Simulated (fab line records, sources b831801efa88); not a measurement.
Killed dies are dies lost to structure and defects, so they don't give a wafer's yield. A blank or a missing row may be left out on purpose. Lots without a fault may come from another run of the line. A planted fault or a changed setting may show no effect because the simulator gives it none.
Chamber matching | flow sfq_line | SFQ_TRILAYER_L0_CAP_PECVD_011 on pecvd-03: 3 sister chambers
The step deposits SiO2 from SiH4/N2O, time 13.333 s, target thk 60 nm. 14 wafers are shown with their chamber, then 7 later ones without.

WAFERS WITH THEIR CHAMBER
wafer  | chamber | throttle_valve_pct (%) | heater_power_w (W)
L671.3 | 2       | 24.2                   | 75
L671.4 | 2       | 24.0                   | 74
L671.5 | 1       | 23.3                   | 85
L674.3 | 0       | 22.8                   | 58
L674.4 | 1       | 23.5                   | 77
L674.6 | 0       | 22.8                   | 59
L676.2 | 2       | 24.4                   | 80
L676.3 | 0       | 22.6                   | 57
L676.6 | 2       | 24.1                   | 79
L677.1 | 0       | 22.8                   | 59
L677.3 | 2       | 23.9                   | 83
L677.6 | 1       | 23.5                   | 80
L681.2 | 1       | 23.6                   | 87
L681.3 | 0       | 22.6                   | 65

SIGNATURES (means of the wafers above)
reading            | chamber 0 | chamber 1 | chamber 2 | scatter within a chamber
throttle_valve_pct | 22.720    | 23.475    | 24.120    | 0.149
heater_power_w     | 59.60     | 82.25     | 78.20     | 3.77
Rule: a wafer's distance from a chamber is the root of the sum, over the readings, of the square of ((its reading less the chamber's mean) divided by the reading's scatter). The wafer belongs to the nearest chamber; if the next one is less than 2 further off, it can't be placed. The scatter: the root of (the sum of the squares of (reading less its chamber's mean) over the shown wafers, divided by (wafers less chambers)).

WAFERS WITHOUT THEIR CHAMBER
wafer  | throttle_valve_pct (%) | heater_power_w (W)
L681.4 | 23.8                   | 86
L682.4 | 22.4                   | 61
L682.5 | 24.0                   | 72
L682.6 | 23.7                   | 75
L684.1 | 22.9                   | 60
L684.3 | 24.4                   | 78
L684.5 | 23.1                   | 62

WHICH CHAMBER EACH WENT THROUGH
wafer  | from the rows above     | in truth
L681.4 | can't be placed: 1 or 2 | 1
L682.4 | 0                       | 0
L682.5 | 2                       | 2
L682.6 | can't be placed: 1 or 2 | 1
L684.1 | 0                       | 0
L684.3 | 2                       | 2
L684.5 | 0                       | 0
Placed correctly: 5 of 7. Can't be placed from these rows: 2 (the true chamber is among the candidates in 2). Placed wrongly: 0.
